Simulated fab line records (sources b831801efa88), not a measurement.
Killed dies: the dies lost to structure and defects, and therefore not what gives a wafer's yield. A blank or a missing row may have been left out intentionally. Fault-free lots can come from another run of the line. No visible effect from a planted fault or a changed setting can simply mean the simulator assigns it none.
fab line records	flow sky130
record: lots: 24	wafers: 72	last_day: 50
route steps=708 shown DNWELL@43 SONOS_TUNNEL@166 RES_XHIGH@341 LI_CONTACT@378 CONTACT@433 METAL1@438
lots untouched by any fault: they come from a run of this same line in which no faults occurred
start_h: hours from the record's first day to the start of the lot's first wafer shown	wait_h: hours since the lot's step before	" repeats the value in the row above	L1.1+2: several wafers, shown together as one row	- no value, or no start was given	* or withheld: withheld	< > ~ a bound
route shown NAME@n: NAME is a module with steps in the file, n the number in the route of the first one	usual: mean/standard deviation taken from wafers without a fault	same: alike in all rows	chamber/n: place in a boat	sites: readings site by site	_std_site: the standard deviation of these	_edge_site: inner sites' mean taken away from outer sites' mean	radius_mm: how far each site lies from the wafer's centre	mask NAME#n: copy n	behind: the most recent tool/chamber to have shaped the wafer	hold: the reason the lot was held/the length of the hold in hours/how it ended	device: whichever transistor did not switch (one of n, p or np)	end of line: the tests these same wafers got at the end of their route	a step with no rows: only its recipe	killed: count of dies lost to structure and defects at first sort (not the wafer's yield)	map: dies across one wafer; x = killed, . = not, _ = none there
set.NAME: setting as actually run; set.NAME@STEP: the setting as run at that earlier step	model.NAME: the simulator's own value behind a step, which no gauge read
one table for each step of the route and one row for each wafer, over a sample of lots
services: the hour from which a tool's chamber was out of use, counted from the record's first day as start_h (under 0 if before that day), plus the number of hours and why
== steps ==
step: SKY_DNWELL_STRIP_08
recipe: chemistry: O2/N2	power_w: 1400	pressure_mtorr: 1500	platen_temp_c: withheld	o2_flow_sccm: 3000	n2_flow_sccm: 300	overash_fraction: 0.5
usual: drypump_motor_current_A: 6.0/0.56	oes_product_au: 0.723/0.0046	strip_time_to_endpoint_s: 36.96/0.073
lot.wafer	tool	chamber	start_h	wait_h	drypump_motor_current_A	oes_product_au	rf_hours_counter_h	strip_time_to_endpoint_s
L074.2	plasma_asher-01	1	51.42	0.1	6.4	0.720	38	36.96
L074.3	"	0	"	"	5.4	0.724	-	36.99
L074.4	"	1	"	"	6.4	0.722	-	37.06
L075.1	plasma_asher-02	0	56.68	0.1	6.8	0.726	38	36.97
L075.4	"	0	"	"	6.8	0.731	-	36.91
L075.5	"	0	"	"	6.8	0.716	-	36.95
L076.2	plasma_asher-02	1	63.37	0.1	5.5	0.722	38	36.84
L076.3	"	1	"	"	5.5	0.721	-	36.89
L076.6	"	0	"	"	6.8	0.725	-	36.89
L077.1	plasma_asher-04	0	68.87	0.1	6.5	0.715	23	36.95
L077.4	"	0	"	"	6.5	0.719	-	36.94
L077.5	"	1	"	"	5.8	0.724	-	36.92
L078.1	plasma_asher-02	0	72.58	0.1	6.8	0.719	39	36.92
L078.4	"	1	"	"	5.5	0.718	-	36.75
L078.6	"	1	"	"	5.5	0.716	-	36.86
L079.2	plasma_asher-02	0	78.22	0.1	6.7	0.713	40	36.85
L079.4	"	1	"	"	5.5	0.728	-	36.97
L079.6	"	0	"	"	6.8	0.721	-	36.93
L080.3	plasma_asher-01	1	82.30	0.1	6.4	0.718	-	36.88
L080.5	"	1	"	"	6.4	0.725	-	36.96
L080.6	"	0	"	"	5.4	0.717	-	36.95
L081.1	plasma_asher-01	1	89.52	0.1	6.4	0.722	42	36.88
L081.3	"	1	"	"	6.4	0.720	-	36.93
L081.5	"	1	"	"	6.4	0.722	-	36.92
L082.1	plasma_asher-02	1	94.82	0.1	5.5	0.719	41	37.07
L082.3	"	0	"	"	6.8	0.726	-	36.97
L082.6	"	1	"	"	5.5	0.726	-	36.98
L083.1	plasma_asher-02	1	100.62	0.1	5.5	0.721	42	36.98
L083.2	"	0	"	"	6.7	0.718	42	37.07
L083.6	"	1	"	"	5.5	0.718	-	37.03
L084.1	plasma_asher-02	0	105.71	0.1	6.7	0.711	43	36.98
L084.3	"	0	"	"	6.8	0.729	-	36.95
L084.6	"	1	"	"	5.5	0.721	-	36.91
L085.1	plasma_asher-04	1	110.68	0.1	5.8	0.724	28	37.01
L085.4	"	1	"	"	5.8	0.724	-	37.03
L085.6	"	1	"	"	5.8	0.722	-	36.94
L086.1	plasma_asher-04	1	115.17	0.1	5.8	0.716	28	36.93
L086.3	"	1	"	"	5.7	0.723	-	36.95
L086.6	"	0	"	"	6.5	0.723	-	37.05
L087.1	plasma_asher-01	1	122.32	0.1	6.4	0.718	0	37.00
L087.2	"	0	"	"	5.4	0.716	0	36.96
L087.5	"	0	"	"	5.4	0.727	-	37.05
L088.2	plasma_asher-02	1	130.77	0.1	5.5	0.714	45	36.99
L088.5	"	1	"	"	5.5	0.725	-	36.88
L088.6	"	0	"	"	6.8	0.724	-	36.99
L089.2	plasma_asher-01	0	135.21	0.1	5.4	0.729	2	36.99
L089.4	"	1	"	"	6.4	0.724	-	37.02
L089.6	"	1	"	"	6.4	0.719	-	36.92
L090.1	plasma_asher-01	0	139.03	0.1	5.4	0.728	2	36.86
L090.2	"	1	"	"	6.4	0.726	2	36.88
L090.5	"	0	"	"	5.3	0.727	-	36.83
L091.1	plasma_asher-01	1	143.21	0.1	6.4	0.718	2	37.04
L091.2	"	0	"	"	5.4	0.713	2	36.98
L091.5	"	1	"	"	6.4	0.720	-	37.03
L092.1	plasma_asher-02	1	147.07	0.1	5.6	0.721	47	36.96
L092.3	"	0	"	"	6.7	0.724	-	36.82
L092.6	"	0	"	"	6.8	0.721	-	36.86
L093.1	plasma_asher-02	1	155.01	0.1	5.5	0.726	48	37.04
L093.3	"	0	"	"	6.8	0.720	-	36.95
L093.4	"	1	"	"	5.5	0.717	-	36.92
L094.3	plasma_asher-01	1	159.61	0.1	6.4	0.720	-	37.02
L094.4	"	0	"	"	5.4	0.733	-	36.90
L094.6	"	1	"	"	6.4	0.722	-	36.96
L095.4	plasma_asher-01	0	164.31	0.1	5.4	0.720	-	37.04
L095.5	"	0	"	"	5.4	0.715	-	37.09
L095.6	"	1	"	"	6.4	0.716	-	37.05
L096.1	plasma_asher-01	0	171.72	0.1	5.4	0.724	5	37.04
L096.2	"	1	"	"	6.4	0.726	5	36.90
L096.3	"	1	"	"	6.4	0.720	-	36.92
L097.3	plasma_asher-02	0	177.65	0.1	6.8	0.724	-	36.97
L097.5	"	0	"	"	6.8	0.734	-	37.09
L097.6	"	1	"	"	5.6	0.722	-	36.85
step: SKY_SONOS_TUNNEL_TW_MEAS_12
usual: SONOS_TUNNEL_TW: 197.3/1.1
lot.wafer	tool	chamber	start_h	wait_h	SONOS_TUNNEL_TW
L074.2	film_metro-04	-	244.60	0.0	197.6
L074.3	"	-	"	"	197.4
L074.4	"	-	"	"	197.8
L075.1	film_metro-04	-	261.45	0.0	198.4
L075.4	"	-	"	"	196.7
L075.5	"	-	"	"	197.8
L076.2	film_metro-04	-	261.68	0.0	197.8
L076.3	"	-	"	"	199.0
L076.6	"	-	"	"	198.7
L077.1	film_metro-01	-	272.62	0.0	194.4
L077.4	"	-	"	"	194.0
L077.5	"	-	"	"	194.8
L078.1	film_metro-03	-	279.54	0.0	197.8
L078.4	"	-	"	"	198.0
L078.6	"	-	"	"	196.9
L079.2	film_metro-04	-	284.70	0.0	197.7
L079.4	"	-	"	"	196.5
L079.6	"	-	"	"	196.6
L080.3	film_metro-04	-	292.40	0.0	197.8
L080.5	"	-	"	"	197.2
L080.6	"	-	"	"	197.6
L081.1	film_metro-03	-	302.48	0.0	197.8
L081.3	"	-	"	"	198.6
L081.5	"	-	"	"	197.6
L082.1	film_metro-03	-	308.35	0.0	196.6
L082.3	"	-	"	"	196.8
L082.6	"	-	"	"	196.3
L083.1	film_metro-03	-	317.03	0.0	198.3
L083.2	"	-	"	"	198.9
L083.6	"	-	"	"	199.2
L084.1	film_metro-03	-	326.78	0.0	199.4
L084.3	"	-	"	"	200.2
L084.6	"	-	"	"	199.5
L085.1	film_metro-04	-	332.10	0.0	198.4
L085.4	"	-	"	"	197.6
L085.6	"	-	"	"	197.7
L086.1	film_metro-03	-	338.29	0.0	197.1
L086.3	"	-	"	"	196.8
L086.6	"	-	"	"	196.9
L087.1	film_metro-01	-	350.65	0.0	195.8
L087.2	"	-	"	"	195.0
L087.5	"	-	"	"	194.4
L088.2	film_metro-03	-	361.56	0.0	197.6
L088.5	"	-	"	"	196.7
L088.6	"	-	"	"	197.1
L089.2	film_metro-03	-	371.84	0.0	196.7
L089.4	"	-	"	"	197.1
L089.6	"	-	"	"	197.5
L090.1	film_metro-04	-	373.79	0.0	199.0
L090.2	"	-	"	"	197.0
L090.5	"	-	"	"	197.6
L091.1	film_metro-03	-	378.78	0.0	196.5
L091.2	"	-	"	"	197.3
L091.5	"	-	"	"	197.1
L092.1	film_metro-03	-	386.88	0.0	196.6
L092.3	"	-	"	"	196.2
L092.6	"	-	"	"	197.5
L093.1	film_metro-04	-	398.60	0.0	197.7
L093.3	"	-	"	"	198.8
L093.4	"	-	"	"	197.8
L094.3	film_metro-03	-	402.50	0.0	196.8
L094.4	"	-	"	"	196.3
L094.6	"	-	"	"	197.0
L095.4	film_metro-04	-	411.08	0.0	197.9
L095.5	"	-	"	"	196.9
L095.6	"	-	"	"	196.3
L096.1	film_metro-03	-	418.44	0.0	197.1
L096.2	"	-	"	"	197.3
L096.3	"	-	"	"	197.0
L097.3	film_metro-04	-	429.46	0.0	198.3
L097.5	"	-	"	"	196.8
L097.6	"	-	"	"	195.5
step: SKY_RES_XHIGH_TW_MEAS_09
usual: RES_XHIGH_TW: 1624/13
lot.wafer	tool	chamber	start_h	wait_h	RES_XHIGH_TW
L074.2	film_metro-01	-	621.67	0.1	1652
L074.3	"	-	"	"	1650
L074.4	"	-	"	"	1654
L075.1	film_metro-01	-	631.53	0.1	1652
L075.4	"	-	"	"	1658
L075.5	"	-	"	"	1653
L076.2	film_metro-02	-	634.94	0.1	1635
L076.3	"	-	"	"	1635
L076.6	"	-	"	"	1636
L077.1	film_metro-03	-	646.02	0.1	1611
L077.4	"	-	"	"	1610
L077.5	"	-	"	"	1618
L078.1	film_metro-03	-	646.92	0.1	1614
L078.4	"	-	"	"	1606
L078.6	"	-	"	"	1610
L079.2	film_metro-02	-	656.59	0.1	1622
L079.4	"	-	"	"	1629
L079.6	"	-	"	"	1633
L080.3	film_metro-02	-	664.90	0.1	1622
L080.5	"	-	"	"	1620
L080.6	"	-	"	"	1624
L081.1	film_metro-03	-	671.66	0.1	1629
L081.3	"	-	"	"	1623
L081.5	"	-	"	"	1627
L082.1	film_metro-03	-	676.21	0.1	1624
L082.3	"	-	"	"	1622
L082.6	"	-	"	"	1630
L083.1	film_metro-03	-	689.77	0.1	1619
L083.2	"	-	"	"	1632
L083.6	"	-	"	"	1632
L084.1	film_metro-02	-	700.88	0.1	1630
L084.3	"	-	"	"	1621
L084.6	"	-	"	"	1613
L085.1	film_metro-02	-	705.96	0.1	1625
L085.4	"	-	"	"	1614
L085.6	"	-	"	"	1634
L086.1	film_metro-02	-	722.18	0.1	1624
L086.3	"	-	"	"	1616
L086.6	"	-	"	"	1629
L087.1	film_metro-03	-	728.70	0.1	1608
L087.2	"	-	"	"	1615
L087.5	"	-	"	"	1621
L088.2	film_metro-03	-	733.54	0.1	1616
L088.5	"	-	"	"	1614
L088.6	"	-	"	"	1629
L091.1	film_metro-02	-	749.23	0.1	1632
L091.2	"	-	"	"	1631
L091.5	"	-	"	"	1632
L090.1	film_metro-03	-	750.68	0.1	1613
L090.2	"	-	"	"	1613
L090.5	"	-	"	"	1617
L089.2	film_metro-03	-	751.34	0.1	1613
L089.4	"	-	"	"	1603
L089.6	"	-	"	"	1603
L092.1	film_metro-01	-	780.92	0.1	1645
L092.3	"	-	"	"	1643
L092.6	"	-	"	"	1640
L093.1	film_metro-03	-	781.22	0.1	1613
L093.3	"	-	"	"	1609
L093.4	"	-	"	"	1624
L094.3	film_metro-03	-	781.54	0.1	1608
L094.4	"	-	"	"	1605
L094.6	"	-	"	"	1609
L095.4	film_metro-03	-	781.86	0.1	1613
L095.5	"	-	"	"	1614
L095.6	"	-	"	"	1612
L096.1	film_metro-01	-	784.56	0.1	1649
L096.2	"	-	"	"	1641
L096.3	"	-	"	"	1637
L097.3	film_metro-03	-	792.44	0.1	1617
L097.5	"	-	"	"	1626
L097.6	"	-	"	"	1624
step: SKY_LI_CONTACT_STRIP_16
recipe: chemistry: O2/N2	power_w: 1400	pressure_mtorr: 1500	platen_temp_c: withheld	o2_flow_sccm: 3000	n2_flow_sccm: 300	overash_fraction: 0.5
usual: drypump_motor_current_A: 6.0/0.47	oes_product_au: 0.376/0.0054	strip_time_to_endpoint_s: 3.50/0.056
lot.wafer	tool	chamber	start_h	wait_h	drypump_motor_current_A	oes_product_au	rf_hours_counter_h	strip_time_to_endpoint_s
L074.2	plasma_asher-04	0	677.76	-	6.6	0.383	85	3.59
L074.3	"	1	"	"	5.8	0.372	-	3.48
L074.4	"	0	"	"	6.6	0.374	-	3.53
L075.1	plasma_asher-03	1	688.10	-	5.5	0.384	95	3.52
L075.4	"	0	"	"	5.8	0.381	-	3.58
L075.5	"	1	"	"	5.5	0.375	-	3.50
L076.2	plasma_asher-03	1	692.05	-	5.6	0.370	95	3.53
L076.3	"	0	"	"	5.8	0.376	-	3.58
L076.6	"	1	"	"	5.6	0.376	-	3.49
L077.1	plasma_asher-04	1	702.55	-	5.8	0.378	87	3.46
L077.4	"	0	"	"	6.5	0.376	-	3.46
L077.5	"	0	"	"	6.5	0.377	-	3.49
L078.1	plasma_asher-02	0	704.71	-	6.8	0.378	27	3.51
L078.4	"	0	"	"	6.8	0.382	-	3.51
L078.6	"	1	"	"	5.6	0.376	-	3.56
L079.2	plasma_asher-02	0	712.30	-	6.8	0.369	28	3.56
L079.4	"	0	"	"	6.8	0.371	-	3.59
L079.6	"	1	"	"	5.5	0.374	-	3.62
L080.3	plasma_asher-02	0	722.85	-	6.8	0.371	-	3.45
L080.5	"	0	"	"	6.7	0.366	-	3.53
L080.6	"	1	"	"	5.5	0.377	-	3.52
L081.1	plasma_asher-04	1	728.40	-	5.8	0.387	90	3.59
L081.3	"	0	"	"	6.5	0.381	-	3.53
L081.5	"	0	"	"	6.5	0.380	-	3.49
L082.1	plasma_asher-04	0	734.15	-	6.5	0.374	91	3.51
L082.3	"	1	"	"	5.8	0.367	-	3.50
L082.6	"	0	"	"	6.5	0.378	-	3.51
L083.1	plasma_asher-02	1	746.06	-	5.5	0.373	31	3.49
L083.2	"	0	"	"	6.8	0.367	31	3.42
L083.6	"	0	"	"	6.8	0.372	-	3.49
L084.1	plasma_asher-04	0	757.15	-	6.5	0.376	93	3.47
L084.3	"	1	"	"	5.8	0.386	-	3.57
L084.6	"	1	"	"	5.8	0.379	-	3.46
L085.1	plasma_asher-04	0	762.46	-	6.5	0.381	94	3.53
L085.4	"	0	"	"	6.5	0.382	-	3.61
L085.6	"	0	"	"	6.6	0.384	-	3.59
L086.1	plasma_asher-03	0	775.75	-	5.8	0.375	3	3.50
L086.3	"	0	"	"	5.7	0.368	-	3.41
L086.6	"	0	"	"	5.8	0.372	-	3.40
L087.1	plasma_asher-04	0	783.20	-	6.5	0.378	96	3.45
L087.2	"	1	"	"	5.8	0.384	96	3.40
L087.5	"	0	"	"	6.5	0.388	-	3.56
L088.2	plasma_asher-03	0	788.10	-	5.8	0.377	4	3.50
L088.5	"	0	"	"	5.8	0.374	-	3.50
L088.6	"	1	"	"	5.5	0.377	-	3.53
L091.1	plasma_asher-04	0	804.11	-	6.6	0.372	98	3.48
L091.2	"	1	"	"	5.8	0.378	98	3.59
L091.5	"	1	"	"	5.8	0.388	-	3.51
L090.1	plasma_asher-03	1	804.41	-	5.6	0.382	5	3.56
L090.2	"	0	"	"	5.8	0.378	5	3.43
L090.5	"	0	"	"	5.8	0.377	-	3.39
L089.2	plasma_asher-04	1	805.96	-	5.8	0.377	98	3.45
L089.4	"	1	"	"	5.8	0.371	-	3.49
L089.6	"	1	"	"	5.8	0.373	-	3.41
L092.1	plasma_asher-04	1	835.96	-	5.8	0.379	101	3.59
L092.3	"	0	"	"	6.5	0.383	-	3.41
L092.6	"	0	"	"	6.5	0.375	-	3.40
L093.1	plasma_asher-02	1	836.38	-	5.5	0.380	40	3.55
L093.3	"	0	"	"	6.8	0.386	-	3.55
L093.4	"	1	"	"	5.5	0.376	-	3.48
L094.3	plasma_asher-03	1	837.04	-	5.5	0.375	-	3.51
L094.4	"	0	"	"	5.8	0.369	-	3.43
L094.6	"	1	"	"	5.5	0.381	-	3.48
L095.4	plasma_asher-02	1	837.68	-	5.5	0.372	-	3.47
L095.5	"	0	"	"	6.7	0.374	-	3.46
L095.6	"	1	"	"	5.5	0.367	-	3.42
L096.1	plasma_asher-04	0	838.31	-	6.5	0.375	101	3.42
L096.2	"	1	"	"	5.8	0.377	101	3.41
L096.3	"	1	"	"	5.8	0.368	-	3.52
L097.3	plasma_asher-03	1	847.09	-	5.5	0.374	-	3.58
L097.5	"	1	"	"	5.6	0.380	-	3.51
L097.6	"	0	"	"	5.8	0.378	-	3.56
step: SKY_CONTACT_CMP_27
recipe: stop_on: SiO2	t_overpolish_s: 15	down_force_psi: 3.5	platen_rpm: 60	target_thk_nm: 0	pad_velocity_m_s: 0.94248
usual: motor_current_A: 11.5/1.2	overpolish_run_s: 14.999/0.0087	slurry_flow_ml_min: 150.0/0.45	time_to_endpoint_s: 82/3.9
lot.wafer	tool	chamber	start_h	wait_h	motor_current_A	overpolish_run_s	slurry_flow_ml_min	time_to_endpoint_s
L074.4	cmp-01	2	737.86	0.0	10.9	15.000	149.6	89
L074.2	"	3	"	"	13.7	15.016	150.0	87
L074.3	"	0	"	"	11.6	15.008	149.5	85
L075.4	cmp-02	3	747.10	0.1	12.3	14.998	150.5	82
L075.1	"	0	"	"	9.5	14.992	149.8	89
L075.5	"	0	"	"	9.2	14.994	149.9	89
L076.3	cmp-01	0	752.11	0.1	11.9	14.997	150.4	79
L076.2	"	1	"	"	10.9	14.996	149.7	79
L076.6	"	3	"	"	13.9	14.999	149.7	83
L077.1	cmp-02	0	762.06	0.2	9.1	14.993	150.6	84
L077.4	"	2	"	"	11.3	14.995	149.8	75
L077.5	"	0	"	"	9.2	15.011	150.0	85
L078.1	cmp-01	0	763.48	0.2	11.2	15.005	150.0	82
L078.4	"	2	"	"	10.9	15.010	150.5	84
L078.6	"	0	"	"	12.1	15.001	150.3	83
L079.4	cmp-02	1	770.59	0.0	11.4	14.992	149.9	84
L079.2	"	2	"	"	10.7	14.979	150.5	79
L079.6	"	1	"	"	11.5	15.010	149.7	80
L080.3	cmp-01	2	779.48	0.0	11.1	14.992	150.0	85
L080.5	"	2	"	"	10.9	15.005	150.3	87
L080.6	"	3	"	"	14.0	15.009	149.4	84
L081.3	cmp-02	0	786.48	0.1	9.7	14.986	149.3	85
L081.1	"	1	"	"	11.4	15.005	149.4	81
L081.5	"	0	"	"	9.3	15.002	149.7	87
L082.3	cmp-02	1	792.49	0.0	11.1	15.019	150.1	81
L082.1	"	0	"	"	10.0	14.995	150.0	88
L082.6	"	2	"	"	11.9	14.983	148.8	81
L083.1	cmp-01	0	802.75	0.1	11.8	15.008	150.3	83
L083.2	"	2	"	"	11.4	14.994	149.6	84
L083.6	"	0	"	"	11.5	14.999	150.5	81
L084.3	cmp-02	0	811.96	0.0	9.8	15.005	150.9	81
L084.1	"	3	"	"	12.1	14.986	150.4	74
L084.6	"	1	"	"	11.4	14.992	150.4	76
L085.4	cmp-01	0	819.50	0.1	11.3	14.979	150.7	84
L085.1	"	1	"	"	10.8	14.981	150.6	76
L085.6	"	2	"	"	11.4	14.986	150.1	86
L086.1	cmp-01	2	833.10	0.1	10.9	15.000	149.3	83
L086.3	"	3	"	"	13.7	14.994	150.2	80
L086.6	"	1	"	"	11.0	14.996	150.6	78
L087.1	cmp-01	2	839.21	0.1	10.9	14.999	150.0	84
L087.2	"	3	"	"	14.2	15.001	149.9	75
L087.5	"	3	"	"	14.2	14.992	150.6	77
L088.2	cmp-01	2	844.15	0.1	10.3	15.023	150.3	86
L088.6	"	1	"	"	10.9	15.006	150.7	75
L088.5	"	2	"	"	10.9	14.993	149.9	82
L091.2	cmp-02	3	861.19	0.0	12.1	15.004	149.7	81
L091.1	"	0	"	"	9.2	14.997	149.8	85
L091.5	"	0	"	"	9.3	15.005	150.0	85
L090.2	cmp-02	1	862.54	0.1	10.9	14.994	150.3	76
L090.1	"	2	"	"	11.6	15.004	149.2	74
L090.5	"	1	"	"	11.5	15.001	150.4	81
L089.2	cmp-02	3	863.79	0.1	11.8	15.013	150.0	78
L089.4	"	1	"	"	11.7	14.999	149.9	80
L089.6	"	0	"	"	9.7	15.012	151.4	82
L092.1	cmp-01	2	892.57	0.1	11.1	15.001	149.5	83
L092.3	"	1	"	"	10.6	15.004	149.1	74
L092.6	"	3	"	"	13.3	15.004	149.6	80
L093.4	cmp-01	3	893.03	0.0	13.6	14.986	149.9	81
L093.3	"	1	"	"	10.9	15.010	150.0	79
L093.1	"	2	"	"	10.9	14.979	149.8	86
L094.3	cmp-01	1	893.99	0.0	10.6	14.987	149.9	81
L094.4	"	0	"	"	11.3	15.002	150.6	83
L094.6	"	2	"	"	10.9	15.018	149.0	87
L095.4	cmp-01	3	894.93	0.2	13.5	15.002	149.5	85
L095.6	"	0	"	"	11.5	15.004	149.7	84
L095.5	"	1	"	"	11.2	14.989	150.3	80
L096.2	cmp-01	0	895.14	0.0	11.7	14.987	149.8	83
L096.1	"	1	"	"	10.9	14.991	150.4	82
L096.3	"	3	"	"	14.2	15.005	149.7	82
L097.3	cmp-01	2	903.34	0.1	11.3	14.989	149.7	90
L097.5	"	1	"	"	10.5	14.994	150.2	79
L097.6	"	2	"	"	10.8	14.993	150.0	86
step: SKY_METAL1_SPUTTER_04
recipe: material: TiN	target_thk_nm: 70	power_w: 6500	time_s: 58.3	chamber_pressure_pa: 0.4
usual: throttle_valve_pct: 30.1/1.2
lot.wafer	tool	chamber	start_h	wait_h	throttle_valve_pct
L074.2	pvd_sputter-01	-	738.25	0.0	31.4
L074.3	"	-	"	"	27.8
L074.4	"	-	"	"	30.3
L075.1	pvd_sputter-02	-	747.49	0.0	28.9
L075.4	"	-	"	"	30.7
L075.5	"	-	"	"	29.3
L076.2	pvd_sputter-01	-	752.40	0.0	31.6
L076.3	"	-	"	"	29.5
L076.6	"	-	"	"	30.5
L077.1	pvd_sputter-01	-	762.40	0.0	28.3
L077.4	"	-	"	"	30.4
L077.5	"	-	"	"	27.9
L078.1	pvd_sputter-03	-	763.82	0.0	30.7
L078.4	"	-	"	"	30.2
L078.6	"	-	"	"	30.6
L079.2	pvd_sputter-02	-	770.98	0.0	30.8
L079.4	"	-	"	"	28.4
L079.6	"	-	"	"	30.5
L080.3	pvd_sputter-02	-	779.87	0.0	30.9
L080.5	"	-	"	"	28.8
L080.6	"	-	"	"	30.9
L081.1	pvd_sputter-02	-	786.82	0.0	28.6
L081.3	"	-	"	"	30.7
L081.5	"	-	"	"	30.7
L082.1	pvd_sputter-01	-	792.88	0.0	28.0
L082.3	"	-	"	"	30.6
L082.6	"	-	"	"	31.3
L083.1	pvd_sputter-02	-	803.09	0.0	30.7
L083.2	"	-	"	"	29.2
L083.6	"	-	"	"	30.6
L084.1	pvd_sputter-02	-	812.35	0.0	29.3
L084.3	"	-	"	"	28.6
L084.6	"	-	"	"	28.8
L085.1	pvd_sputter-02	-	819.79	0.0	30.8
L085.4	"	-	"	"	31.0
L085.6	"	-	"	"	29.2
L086.1	pvd_sputter-03	-	833.44	0.0	29.9
L086.3	"	-	"	"	32.6
L086.6	"	-	"	"	30.6
L087.1	pvd_sputter-01	-	839.60	0.0	28.1
L087.2	"	-	"	"	30.3
L087.5	"	-	"	"	28.1
L088.2	pvd_sputter-02	-	844.50	0.0	28.6
L088.5	"	-	"	"	30.6
L088.6	"	-	"	"	29.4
L091.1	pvd_sputter-03	-	861.59	0.0	30.6
L091.2	"	-	"	"	29.9
L091.5	"	-	"	"	32.4
L090.1	pvd_sputter-02	-	862.88	0.0	30.7
L090.2	"	-	"	"	28.7
L090.5	"	-	"	"	28.7
L089.2	pvd_sputter-01	-	864.18	0.0	29.5
L089.4	"	-	"	"	30.4
L089.6	"	-	"	"	30.4
L092.1	pvd_sputter-02	-	892.96	0.0	29.2
L092.3	"	-	"	"	30.7
L092.6	"	-	"	"	28.6
L093.1	pvd_sputter-03	-	893.42	0.0	32.8
L093.3	"	-	"	"	30.7
L093.4	"	-	"	"	29.9
L094.3	pvd_sputter-02	-	894.38	0.0	28.6
L094.4	"	-	"	"	30.8
L094.6	"	-	"	"	31.1
L095.4	pvd_sputter-02	-	895.17	0.0	29.2
L095.5	"	-	"	"	28.4
L095.6	"	-	"	"	29.0
L096.1	pvd_sputter-03	-	895.53	0.0	29.9
L096.2	"	-	"	"	30.7
L096.3	"	-	"	"	30.1
L097.3	pvd_sputter-02	-	903.68	0.0	30.9
L097.5	"	-	"	"	29.5
L097.6	"	-	"	"	28.7
== services ==
tool	chamber	start_h	hours	kind
cmp-01	-	32.90	0.6	repair
plasma_asher-02	-	59.87	1.8	repair
cmp-01	-	64.02	4.0	pm
cmp-01	-	65.01	1.4	repair
cmp-01	-	71.13	0.8	repair
plasma_asher-02	-	178.47	14.5	pm
cmp-01	-	194.88	3.9	pm
cmp-01	-	241.48	4.7	repair
plasma_asher-04	-	248.52	2.8	pm
cmp-01	-	351.74	6.2	pm
plasma_asher-04	-	370.86	3.6	repair
cmp-01	-	404.02	4.0	pm
plasma_asher-02	-	421.32	9.0	pm
plasma_asher-02	-	472.70	11.5	repair
plasma_asher-02	-	481.57	3.6	repair
cmp-01	-	493.18	1.1	repair
cmp-01	-	558.82	2.3	repair
cmp-01	-	563.88	4.9	pm
plasma_asher-02	-	595.27	0.7	repair
cmp-01	-	694.80	2.2	repair
plasma_asher-02	-	717.01	0.7	repair
cmp-01	-	744.02	4.0	pm
cmp-01	-	758.56	3.7	repair
cmp-01	-	856.61	1.4	repair
== key ==
fault none
